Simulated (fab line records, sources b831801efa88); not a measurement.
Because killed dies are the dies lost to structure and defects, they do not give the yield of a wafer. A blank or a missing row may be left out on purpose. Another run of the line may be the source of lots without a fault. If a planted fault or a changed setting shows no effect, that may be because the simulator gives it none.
fab line records	flow sky130
record lots=24	wafers=72	last_day=50
route steps=708 shown LI_CONTACT@364 METAL1@438 VIA1@460 VIA2@522 METAL3@532 CAP2M@605
lots with no fault: from the same line, run without faults
start_h: start of the lot's first displayed wafer, in hours after the record's first day	wait_h: time in hours since the lot's previous step	" identical to the entry in the row above	L1.1+2: one row covering several wafers at once	- no value, or no start given	* or withheld: withheld	< > ~ a bound
route shown NAME@n: names a module that has steps shown in the file, with the first one's number in the route	usual: the fault-free wafers' mean and standard deviation	same: alike in all rows	chamber/n: place in a boat	sites: readings site by site	_std_site: the values' standard deviation	_edge_site: mean of outer sites minus mean of inner sites	radius_mm: how far each site lies from the wafer's centre	mask NAME#n: copy n	behind: the tool/chamber that last shaped the wafer	hold: why the lot was held/for how many hours/how that ended	device: the n, p or np transistor that did not switch	end of line: tests of these same wafers at the route's end	where a step has no rows: the recipe by itself	killed: dies lost to structure and defects at the first sort, not the wafer's yield	map: a wafer's dies, x killed, . not, _ none there
set.NAME: the setting as run; set.NAME@STEP: as run at that earlier step	model.NAME: the simulator's own value behind a step, which no gauge read
route steps across a sampled set of lots; one table per step, one row per wafer
services: the hour from which a tool's chamber was out of use, counted from the record's first day as start_h (under 0 if before that day), plus the number of hours and why
## steps
# step SKY_LI_CONTACT_CMP_02
# recipe material=PSG	down_force_psi=4	platen_rpm=60	pad_velocity_m_s=0.94248
# usual motor_current_A=12.3/1.3	time_to_endpoint_s=34.0/2.8
lot.wafer	tool	chamber	start_h	wait_h	motor_current_A	time_to_endpoint_s
L074.3	cmp-01	0	650.66	0.0	11.0	27.7
L074.2	"	2	"	"	11.8	26.3
L074.6	"	1	"	"	14.4	31.1
L075.3	cmp-01	0	661.13	0.0	11.1	30.0
L075.1	"	1	"	"	14.7	32.3
L075.2	"	2	"	"	12.1	30.2
L076.2	cmp-01	1	667.69	0.0	13.7	32.8
L076.4	"	3	"	"	13.0	31.5
L076.5	"	1	"	"	13.0	33.9
L077.3	cmp-01	1	683.15	0.1	13.0	32.6
L077.2	"	2	"	"	12.5	29.5
L077.6	"	3	"	"	13.7	30.1
L079.2	cmp-02	0	702.23	0.1	11.7	33.1
L079.5	"	3	"	"	10.5	35.4
L079.6	"	0	"	"	11.9	34.2
L078.4	cmp-02	0	702.58	0.1	11.7	35.0
L078.3	"	1	"	"	12.9	33.1
L078.5	"	2	"	"	12.6	33.5
L080.4	cmp-01	2	709.53	0.1	11.9	33.6
L080.2	"	3	"	"	14.0	33.7
L080.6	"	2	"	"	11.9	32.0
L081.1	cmp-01	0	711.78	0.1	11.4	32.3
L081.4	"	1	"	"	14.3	35.6
L081.5	"	3	"	"	14.9	36.4
L082.4	cmp-02	0	715.18	0.1	11.3	34.4
L082.5	"	2	"	"	12.6	32.4
L082.6	"	3	"	"	10.5	36.5
L083.1	cmp-01	0	726.15	0.1	11.5	31.8
L083.2	"	2	"	"	12.6	29.8
L083.3	"	3	"	"	13.6	33.2
L084.4	cmp-01	3	737.44	0.2	13.7	32.3
L084.5	"	0	"	"	11.1	35.1
L084.6	"	1	"	"	13.9	35.1
L085.2	cmp-02	1	741.16	0.0	13.2	34.6
L085.1	"	3	"	"	9.9	37.8
L085.5	"	1	"	"	12.9	31.0
L087.2	cmp-01	0	750.48	0.0	11.6	34.4
L087.3	"	2	"	"	11.8	30.1
L087.6	"	0	"	"	10.7	33.8
L086.3	cmp-02	0	752.09	0.1	11.7	37.0
L086.5	"	3	"	"	10.4	35.5
L086.6	"	0	"	"	12.0	32.6
L088.1	cmp-01	0	762.09	0.1	11.2	32.4
L088.2	"	1	"	"	14.2	34.2
L088.5	"	0	"	"	11.5	34.5
L089.1	cmp-01	3	765.37	0.1	13.8	30.2
L089.6	"	3	"	"	14.4	30.8
L089.5	"	0	"	"	11.3	29.7
L090.1	cmp-02	2	778.99	0.1	12.9	34.2
L090.5	"	0	"	"	11.1	37.6
L090.6	"	1	"	"	13.1	34.9
L091.3	cmp-02	1	787.23	0.1	12.7	37.9
L091.4	"	2	"	"	12.1	36.0
L091.5	"	3	"	"	10.7	37.3
L092.1	cmp-01	3	792.02	0.1	14.4	33.4
L092.2	"	1	"	"	13.0	34.8
L092.6	"	3	"	"	13.3	34.4
L093.4	cmp-02	0	799.33	0.1	11.8	37.3
L093.1	"	1	"	"	12.7	36.1
L093.2	"	2	"	"	12.0	34.2
L095.3	cmp-02	0	812.37	0.0	11.3	36.2
L095.4	"	3	"	"	10.8	36.6
L095.5	"	0	"	"	12.2	32.9
L094.3	cmp-02	2	814.83	0.1	12.7	38.3
L094.1	"	0	"	"	11.4	35.0
L094.6	"	2	"	"	12.7	35.7
L096.3	cmp-01	3	825.47	0.0	13.8	36.6
L096.4	"	0	"	"	11.6	35.0
L096.2	"	1	"	"	13.7	38.5
L097.4	cmp-01	3	830.05	0.0	13.9	40.5
L097.3	"	0	"	"	11.1	38.6
L097.5	"	0	"	"	11.3	36.8
# step SKY_METAL1_SPUTTER_04
# recipe material=TiN	target_thk_nm=70	power_w=6500	time_s=58.3	chamber_pressure_pa=0.4
# usual throttle_valve_pct=30.5/0.95
lot.wafer	tool	chamber	start_h	wait_h	throttle_valve_pct
L074.2	pvd_sputter-02	-	739.38	0.0	30.9
L074.3	"	-	"	"	29.5
L074.6	"	-	"	"	30.9
L075.1	pvd_sputter-01	-	748.61	0.0	29.7
L075.2	"	-	"	"	32.2
L075.3	"	-	"	"	31.3
L076.2	pvd_sputter-01	-	753.59	0.0	32.2
L076.4	"	-	"	"	29.4
L076.5	"	-	"	"	32.7
L077.2	pvd_sputter-02	-	769.17	0.0	29.8
L077.3	"	-	"	"	30.4
L077.6	"	-	"	"	30.3
L079.2	pvd_sputter-01	-	789.41	0.0	30.7
L079.5	"	-	"	"	31.3
L079.6	"	-	"	"	31.9
L078.3	pvd_sputter-02	-	790.38	0.0	30.4
L078.4	"	-	"	"	30.3
L078.5	"	-	"	"	29.8
L080.2	pvd_sputter-04	-	795.82	0.0	30.7
L080.4	"	-	"	"	28.8
L080.6	"	-	"	"	30.1
L081.1	pvd_sputter-04	-	796.56	0.0	30.1
L081.4	"	-	"	"	28.8
L081.5	"	-	"	"	30.8
L082.4	pvd_sputter-04	-	800.81	0.0	29.0
L082.5	"	-	"	"	30.9
L082.6	"	-	"	"	29.0
L083.1	pvd_sputter-01	-	811.19	0.0	29.5
L083.2	"	-	"	"	32.3
L083.3	"	-	"	"	31.3
L084.4	pvd_sputter-04	-	822.66	0.0	28.8
L084.5	"	-	"	"	31.0
L084.6	"	-	"	"	30.6
L085.1	pvd_sputter-04	-	826.30	0.0	30.8
L085.2	"	-	"	"	28.9
L085.5	"	-	"	"	28.9
L087.2	pvd_sputter-01	-	836.10	0.0	29.6
L087.3	"	-	"	"	32.0
L087.6	"	-	"	"	31.0
L086.3	pvd_sputter-02	-	836.50	0.0	29.7
L086.5	"	-	"	"	30.9
L086.6	"	-	"	"	30.0
L088.1	pvd_sputter-04	-	847.82	0.0	30.1
L088.2	"	-	"	"	28.7
L088.5	"	-	"	"	30.0
L089.1	pvd_sputter-04	-	849.54	0.0	30.8
L089.5	"	-	"	"	30.7
L089.6	"	-	"	"	30.6
L090.1	pvd_sputter-04	-	862.93	0.0	29.0
L090.5	"	-	"	"	30.8
L090.6	"	-	"	"	28.8
L091.3	pvd_sputter-04	-	869.90	0.0	30.1
L091.4	"	-	"	"	29.0
L091.5	"	-	"	"	29.1
L092.1	pvd_sputter-01	-	875.24	0.0	30.5
L092.2	"	-	"	"	29.8
L092.6	"	-	"	"	29.5
L093.1	pvd_sputter-01	-	883.58	0.0	32.1
L093.2	"	-	"	"	29.3
L093.4	"	-	"	"	30.6
L095.3	pvd_sputter-01	-	895.21	0.0	30.4
L095.4	"	-	"	"	31.9
L095.5	"	-	"	"	31.2
L094.1	pvd_sputter-01	-	896.39	0.0	31.0
L094.3	"	-	"	"	32.3
L094.6	"	-	"	"	29.6
L096.2	pvd_sputter-04	-	908.00	0.0	30.8
L096.3	"	-	"	"	30.8
L096.4	"	-	"	"	30.0
L097.3	pvd_sputter-01	-	912.39	0.0	31.4
L097.4	"	-	"	"	32.2
L097.5	"	-	"	"	32.5
# step SKY_VIA1_CMP_02
# recipe material=SiO2	down_force_psi=4	platen_rpm=60	pad_velocity_m_s=0.94248
# usual motor_current_A=12.4/1.2
lot.wafer	tool	chamber	start_h	wait_h	motor_current_A
L074.2	cmp-02	3	766.95	0.1	10.1
L074.3	"	0	"	"	11.7
L074.6	"	3	"	"	10.5
L075.2	cmp-02	0	777.13	0.0	11.6
L075.1	"	1	"	"	12.1
L075.3	"	2	"	"	13.0
L076.4	cmp-01	3	780.91	0.0	14.5
L076.2	"	2	"	"	12.1
L076.5	"	0	"	"	10.9
L077.3	cmp-02	0	797.24	0.1	11.4
L077.2	"	1	"	"	13.7
L077.6	"	3	"	"	10.1
L079.2	cmp-01	2	817.81	0.2	11.7
L079.6	"	3	"	"	14.1
L079.5	"	0	"	"	11.3
L078.3	cmp-01	0	818.67	0.1	11.5
L078.4	"	1	"	"	13.9
L078.5	"	3	"	"	14.4
L080.2	cmp-01	2	824.45	0.0	11.3
L080.4	"	3	"	"	13.7
L080.6	"	2	"	"	11.8
L081.1	cmp-01	2	825.87	0.2	11.7
L081.4	"	3	"	"	13.8
L081.5	"	0	"	"	11.2
L082.4	cmp-01	0	828.79	0.0	11.2
L082.6	"	0	"	"	11.2
L082.5	"	1	"	"	13.4
L083.3	cmp-02	0	839.85	0.0	11.5
L083.1	"	1	"	"	12.7
L083.2	"	3	"	"	10.4
L084.4	cmp-02	2	850.28	0.2	12.5
L084.6	"	3	"	"	10.6
L084.5	"	0	"	"	11.4
L085.2	cmp-01	3	854.84	0.1	14.1
L085.1	"	0	"	"	11.6
L085.5	"	1	"	"	14.2
L086.3	cmp-01	0	862.78	0.1	11.1
L086.5	"	3	"	"	14.4
L086.6	"	0	"	"	11.3
L087.3	cmp-02	2	862.88	0.2	12.7
L087.2	"	3	"	"	10.7
L087.6	"	2	"	"	12.0
L088.1	cmp-02	2	874.64	0.1	12.6
L088.2	"	3	"	"	10.2
L088.5	"	0	"	"	11.1
L089.1	cmp-01	3	875.55	0.1	14.5
L089.6	"	2	"	"	11.7
L089.5	"	3	"	"	14.0
L090.1	cmp-01	3	890.52	0.1	13.9
L090.5	"	3	"	"	13.3
L090.6	"	0	"	"	11.0
L091.4	cmp-01	1	896.05	0.0	13.4
L091.3	"	2	"	"	12.0
L091.5	"	1	"	"	13.8
L092.2	cmp-02	3	902.69	0.1	9.7
L092.1	"	0	"	"	11.1
L092.6	"	1	"	"	12.7
L093.2	cmp-02	1	910.52	0.1	12.8
L093.4	"	2	"	"	12.5
L093.1	"	3	"	"	10.7
L095.4	cmp-02	2	921.82	0.0	12.2
L095.3	"	0	"	"	10.8
L095.5	"	3	"	"	10.8
L094.1	cmp-01	0	923.44	0.1	11.2
L094.3	"	2	"	"	12.2
L094.6	"	0	"	"	11.5
L096.3	cmp-01	0	933.86	0.1	11.5
L096.2	"	1	"	"	14.0
L096.4	"	2	"	"	11.4
L097.3	cmp-01	3	938.67	0.1	14.1
L097.4	"	0	"	"	12.1
L097.5	"	3	"	"	14.2
# step SKY_VIA2_ETCH_15
# recipe target=SiO2	chemistry=C4F8/O2/Ar	target_depth_nm=546	stop_on=TiN	mask_material=KrF-thick	source_w=1500	bias_w=1200	pressure_mtorr=40	c4f8_flow_sccm=withheld	O2_flow_sccm=6	Ar_flow_sccm=300	time_s=84
# usual oes_product_au=0.939/0.0047
lot.wafer	tool	chamber	start_h	wait_h	oes_product_au
L074.2	rie_diel-02	2	850.86	0.0	0.934
L074.3	"	1	"	"	0.941
L074.6	"	0	"	"	0.941
L075.1	rie_diel-02	3	860.50	0.0	0.942
L075.2	"	0	"	"	0.942
L075.3	"	1	"	"	0.941
L076.2	rie_diel-01	3	862.45	0.0	0.946
L076.4	"	0	"	"	0.945
L076.5	"	3	"	"	0.944
L077.2	rie_diel-01	1	880.26	0.0	0.933
L077.3	"	2	"	"	0.939
L077.6	"	2	"	"	0.939
L079.2	rie_diel-02	1	898.94	0.0	0.937
L079.5	"	1	"	"	0.928
L079.6	"	2	"	"	0.931
L078.3	rie_diel-01	2	900.92	0.0	0.939
L078.4	"	0	"	"	0.932
L078.5	"	2	"	"	0.940
L080.2	rie_diel-01	2	905.46	0.0	0.932
L080.4	"	3	"	"	0.943
L080.6	"	0	"	"	0.938
L081.1	rie_diel-01	0	907.04	0.0	0.932
L081.4	"	2	"	"	0.938
L081.5	"	3	"	"	0.935
L082.4	rie_diel-01	2	908.59	0.0	0.946
L082.5	"	3	"	"	0.948
L082.6	"	0	"	"	0.930
L083.1	rie_diel-02	1	919.80	0.0	0.950
L083.2	"	3	"	"	0.942
L083.3	"	2	"	"	0.936
L084.4	rie_diel-01	3	929.54	0.1	0.933
L084.5	"	3	"	"	0.934
L084.6	"	0	"	"	0.942
L085.1	rie_diel-01	1	934.75	0.0	0.937
L085.2	"	3	"	"	0.938
L085.5	"	1	"	"	0.942
L086.3	rie_diel-01	1	942.49	0.0	0.948
L086.5	"	0	"	"	0.941
L086.6	"	1	"	"	0.940
L087.2	rie_diel-02	0	943.14	0.0	0.937
L087.3	"	1	"	"	0.944
L087.6	"	0	"	"	0.931
L088.1	rie_diel-03	3	953.59	0.0	0.944
L088.2	"	0	"	"	0.942
L088.5	"	2	"	"	0.936
L089.1	rie_diel-03	2	954.81	0.0	0.944
L089.5	"	1	"	"	0.942
L089.6	"	0	"	"	0.941
L090.1	rie_diel-01	3	969.24	0.0	0.937
L090.5	"	2	"	"	0.932
L090.6	"	3	"	"	0.942
L091.3	rie_diel-01	0	974.91	0.0	0.948
L091.4	"	3	"	"	0.933
L091.5	"	0	"	"	0.941
L092.1	rie_diel-02	2	980.69	0.0	0.941
L092.2	"	1	"	"	0.942
L092.6	"	2	"	"	0.937
L093.1	rie_diel-01	3	987.46	0.0	0.932
L093.2	"	0	"	"	0.940
L093.4	"	1	"	"	0.937
L095.3	rie_diel-03	2	999.10	0.0	0.940
L095.4	"	0	"	"	0.946
L095.5	"	3	"	"	0.944
L094.1	rie_diel-01	1	1004.35	0.0	0.941
L094.3	"	2	"	"	0.937
L094.6	"	2	"	"	0.943
L096.2	rie_diel-02	3	1009.14	0.0	0.945
L096.3	"	1	"	"	0.945
L096.4	"	2	"	"	0.941
L097.3	rie_diel-03	1	1014.60	0.0	0.939
L097.4	"	3	"	"	0.936
L097.5	"	0	"	"	0.944
# step SKY_METAL3_SPUTTER_00
# recipe material=Ti	target_thk_nm=15	power_w=3000	time_s=10	chamber_pressure_pa=0.4
# usual throttle_valve_pct=30.4/0.84
lot.wafer	tool	chamber	start_h	wait_h	throttle_valve_pct
L074.2	pvd_sputter-02	-	852.22	0.2	30.6
L074.3	"	-	"	"	30.0
L074.6	"	-	"	"	30.4
L075.1	pvd_sputter-01	-	861.83	0.2	30.8
L075.2	"	-	"	"	31.1
L075.3	"	-	"	"	29.6
L076.2	pvd_sputter-02	-	863.79	0.1	30.6
L076.4	"	-	"	"	29.6
L076.5	"	-	"	"	30.8
L077.2	pvd_sputter-02	-	881.58	0.1	30.0
L077.3	"	-	"	"	29.3
L077.6	"	-	"	"	30.9
L079.2	pvd_sputter-02	-	900.32	0.1	30.3
L079.5	"	-	"	"	29.8
L079.6	"	-	"	"	31.1
L078.3	pvd_sputter-04	-	902.59	0.1	28.8
L078.4	"	-	"	"	30.8
L078.5	"	-	"	"	29.1
L080.2	pvd_sputter-02	-	907.01	0.1	30.9
L080.4	"	-	"	"	29.8
L080.6	"	-	"	"	29.8
L081.1	pvd_sputter-01	-	908.55	0.1	30.7
L081.4	"	-	"	"	29.5
L081.5	"	-	"	"	30.6
L082.4	pvd_sputter-01	-	910.11	0.2	29.8
L082.5	"	-	"	"	31.3
L082.6	"	-	"	"	29.7
L083.1	pvd_sputter-01	-	921.29	0.2	29.6
L083.2	"	-	"	"	30.7
L083.3	"	-	"	"	31.2
L084.4	pvd_sputter-04	-	930.90	0.1	30.0
L084.5	"	-	"	"	30.6
L084.6	"	-	"	"	30.7
L085.1	pvd_sputter-04	-	936.08	0.2	29.9
L085.2	"	-	"	"	29.0
L085.5	"	-	"	"	30.7
L086.3	pvd_sputter-04	-	943.85	0.2	30.7
L086.5	"	-	"	"	30.6
L086.6	"	-	"	"	29.9
L087.2	pvd_sputter-04	-	944.51	0.2	30.8
L087.3	"	-	"	"	28.9
L087.6	"	-	"	"	29.7
L088.1	pvd_sputter-02	-	954.92	0.2	29.7
L088.2	"	-	"	"	30.7
L088.5	"	-	"	"	30.9
L089.1	pvd_sputter-01	-	956.14	0.2	31.3
L089.5	"	-	"	"	30.7
L089.6	"	-	"	"	29.6
L090.1	pvd_sputter-02	-	970.57	0.2	30.4
L090.5	"	-	"	"	30.4
L090.6	"	-	"	"	29.5
L091.3	pvd_sputter-02	-	976.24	0.1	29.5
L091.4	"	-	"	"	31.0
L091.5	"	-	"	"	29.9
L092.1	pvd_sputter-04	-	982.14	0.2	28.6
L092.2	"	-	"	"	30.8
L092.6	"	-	"	"	29.9
L093.1	pvd_sputter-01	-	988.82	0.1	32.4
L093.2	"	-	"	"	30.6
L093.4	"	-	"	"	29.5
L095.3	pvd_sputter-04	-	1000.54	0.1	30.2
L095.4	"	-	"	"	30.7
L095.5	"	-	"	"	28.7
L094.1	pvd_sputter-04	-	1005.67	0.1	30.0
L094.3	"	-	"	"	30.8
L094.6	"	-	"	"	30.8
L096.2	pvd_sputter-01	-	1010.97	0.2	31.2
L096.3	"	-	"	"	32.5
L096.4	"	-	"	"	30.9
L097.3	pvd_sputter-01	-	1015.96	0.2	32.2
L097.4	"	-	"	"	30.7
L097.5	"	-	"	"	31.1
# step SKY_CAP2M_SPUTTER_02
# recipe material=TiN	target_thk_nm=200	temp_c=300	power_w=6500	time_s=166.7	chamber_pressure_pa=0.4
# usual throttle_valve_pct=30.5/0.89
lot.wafer	tool	chamber	start_h	wait_h	throttle_valve_pct
L074.2	pvd_sputter-04	-	931.73	0.0	30.0
L074.3	"	-	"	"	31.0
L074.6	"	-	"	"	30.6
L075.1	pvd_sputter-02	-	941.13	0.1	30.2
L075.2	"	-	"	"	30.6
L075.3	"	-	"	"	30.9
L076.2	pvd_sputter-01	-	945.07	0.0	32.3
L076.4	"	-	"	"	30.7
L076.5	"	-	"	"	29.6
L077.2	pvd_sputter-02	-	960.39	0.0	30.8
L077.3	"	-	"	"	29.9
L077.6	"	-	"	"	30.6
L079.2	pvd_sputter-02	-	979.24	0.0	30.9
L079.5	"	-	"	"	30.9
L079.6	"	-	"	"	30.0
L078.3	pvd_sputter-01	-	982.08	0.0	29.9
L078.4	"	-	"	"	32.1
L078.5	"	-	"	"	31.3
L080.2	pvd_sputter-01	-	984.37	0.0	31.4
L080.4	"	-	"	"	32.1
L080.6	"	-	"	"	31.4
L081.1	pvd_sputter-01	-	985.62	0.1	31.0
L081.4	"	-	"	"	29.7
L081.5	"	-	"	"	29.7
L082.4	pvd_sputter-02	-	987.56	0.0	30.8
L082.5	"	-	"	"	29.7
L082.6	"	-	"	"	29.4
L083.1	pvd_sputter-01	-	998.75	0.1	32.1
L083.2	"	-	"	"	31.2
L083.3	"	-	"	"	29.6
L084.4	pvd_sputter-01	-	1008.44	0.0	30.5
L084.5	"	-	"	"	29.6
L084.6	"	-	"	"	31.1
L085.1	pvd_sputter-01	-	1011.94	0.1	31.4
L085.2	"	-	"	"	32.3
L085.5	"	-	"	"	32.1
L086.3	pvd_sputter-01	-	1018.84	0.0	29.3
L086.5	"	-	"	"	31.3
L086.6	"	-	"	"	29.6
L087.2	pvd_sputter-01	-	1020.40	0.0	30.6
L087.3	"	-	"	"	31.3
L087.6	"	-	"	"	29.5
L088.1	pvd_sputter-02	-	1029.20	0.1	29.5
L088.2	"	-	"	"	30.1
L088.5	"	-	"	"	29.6
L089.1	pvd_sputter-04	-	1030.48	0.1	30.5
L089.5	"	-	"	"	30.4
L089.6	"	-	"	"	30.9
L090.1	pvd_sputter-04	-	1044.43	0.1	30.4
L090.5	"	-	"	"	28.9
L090.6	"	-	"	"	31.1
L091.3	pvd_sputter-01	-	1050.09	0.0	30.6
L091.4	"	-	"	"	30.9
L091.5	"	-	"	"	30.6
L092.1	pvd_sputter-01	-	1054.62	0.1	29.8
L092.2	"	-	"	"	30.4
L092.6	"	-	"	"	31.3
L093.1	pvd_sputter-01	-	1061.28	0.1	32.2
L093.2	"	-	"	"	29.6
L093.4	"	-	"	"	30.8
L095.3	pvd_sputter-01	-	1072.89	0.0	31.5
L095.4	"	-	"	"	30.9
L095.5	"	-	"	"	29.7
L094.1	pvd_sputter-04	-	1076.30	0.1	30.8
L094.3	"	-	"	"	30.8
L094.6	"	-	"	"	29.1
L096.2	pvd_sputter-01	-	1080.68	0.0	30.7
L096.3	"	-	"	"	31.1
L096.4	"	-	"	"	29.5
L097.3	pvd_sputter-01	-	1085.64	0.0	32.1
L097.4	"	-	"	"	30.7
L097.5	"	-	"	"	30.9
## services
tool	chamber	start_h	hours	kind
cmp-02	-	657.50	5.9	pm
cmp-02	-	675.52	1.5	repair
cmp-01	-	720.61	3.9	repair
pvd_sputter-04	-	743.89	18.3	repair
cmp-02	-	744.00	4.0	pm
cmp-02	-	769.91	0.8	repair
pvd_sputter-04	-	770.24	3.4	repair
cmp-02	-	780.19	1.7	repair
cmp-02	-	821.38	4.5	pm
pvd_sputter-04	-	836.84	2.4	repair
cmp-01	-	849.54	1.2	repair
cmp-02	-	850.99	2.2	repair
cmp-01	-	879.00	9.9	pm
cmp-01	-	899.69	0.4	repair
cmp-01	-	912.11	4.0	pm
pvd_sputter-04	-	921.38	9.3	repair
pvd_sputter-01	-	934.40	0.5	repair
cmp-02	-	938.13	0.3	repair
cmp-02	-	943.38	0.5	repair
pvd_sputter-01	-	970.09	9.2	repair
cmp-01	-	1005.54	5.3	pm
cmp-01	-	1014.56	8.1	repair
cmp-01	-	1039.64	2.1	repair
pvd_sputter-04	-	1074.07	1.3	repair
## key
fault none
